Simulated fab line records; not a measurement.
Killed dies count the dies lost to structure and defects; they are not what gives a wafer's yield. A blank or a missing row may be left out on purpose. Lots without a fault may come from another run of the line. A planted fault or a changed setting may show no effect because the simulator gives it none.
Problem report in the 8D (eight disciplines) form, filled by code -- flow gf180mcu -- the parts of the form that need people (team, actions taken, sign-off) are left out

## 1. THE PROBLEM
Wafers without a fault read 260.2 nm, standard deviation 1.3; cd-nm at GF_V5_CD_MEAS_14 reads a mean of 272.9 nm on 6 wafers belonging to 2 lots. Measured from the usual mean, that is +9.8 standard deviations.
The step: target cd 260 nm.
First observed at day 31 20:10: wafer L636.2, on cd-sem-02. The record has a number at this step for 39 wafers belonging to 13 lots. Rule for "out", or "out of limits": more than 4 standard deviations from the usual mean. All remaining wafers that have a number are taken as sound.

## 2. WHAT IT IS, WHAT IT ISN'T
question,is,is not
which readings at this step,cd-nm,-
which lots,"L636, L638","L621, L622, L625, L626, L627, L628, L629, L631, L639, L640, L643"
which wafers of those lots,all that have a number,-
read on which gauges,cd-sem-02,cd-sem-01
when,from day 31 20:10,"up to then (24 sound wafers); but 9 sound wafers of L639, L640, L643 came after"

## 3. SUSPECTS, AND WHAT RULES EACH OUT
Counting: a tool stays on the suspect list if, at a process step up to the reading, it processed all lots that are out and no sound lot following the first of them.
- the gauge at GF_V5_CD_MEAS_14 is ruled out. All the wafers that are out were read on cd-sem-02, but those of them that GF_V5_EXPOSE_11 has rows for are out there too, on other tools.
- krf-scanner-02 at GF_V5_EXPOSE_11 (exposes mask Via5, target cd 260 nm): kept. It processed each lot that is out, first L636 at day 31 11:35, and no sound lot thereafter; up to then, the last sound lot it processed was L631 at day 30 10:19. Out on those wafers are its own readings of exposure-dose-mJ-cm2.
Remaining after the count: krf-scanner-02 at GF_V5_EXPOSE_11.

## 4. THE CAUSE (what the simulator had put in)
Process parameter drift: krf-scanner-02, from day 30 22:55 on, at GF_V5_EXPOSE_11. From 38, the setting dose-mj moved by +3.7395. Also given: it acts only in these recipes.
This tool alone remained once counting was done.

## 5. SEQUENCE OF EFFECTS, ordered by route
One row per reading whose mean, taken over the struck wafers that have a number, lies over 3 standard deviations from the usual. Only readings for which the record gives a usual standard deviation are gone through. hours: the time from each lot's start at the first step in this table that gives one to its start at this step, as a median over the lots. sigmas: the change in usual standard deviations.
hours,step,reading,usual,on struck wafers,change,sigmas
0,GF_V5_EXPOSE_11,exposure-dose-mJ-cm2,37.94,41.34,+3.40,+89
8,GF_V5_CD_MEAS_14,cd-nm,260.2 nm,272.9,+12.7,+9.8
Its process steps:
- GF_V5_EXPOSE_11: exposes mask Via5, target cd 260 nm.

## 6. WHAT WOULD HAVE CAUGHT IT SOONER
In this record the first reading out of limits at a measuring or inspecting step was taken at day 31 20:10, 21 hours after the fault began at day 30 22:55.
The tool's own readings at GF_V5_EXPOSE_11 were out on every struck wafer that the step has a row for (exposure-dose-mJ-cm2): an alarm limit on them would have fired on the first of those.
Among the 2 lots that are out, L638 began GF_V5_EXPOSE_11 on krf-scanner-02 after day 31 20:10. A tool hold placed at that time would have kept it from harm.
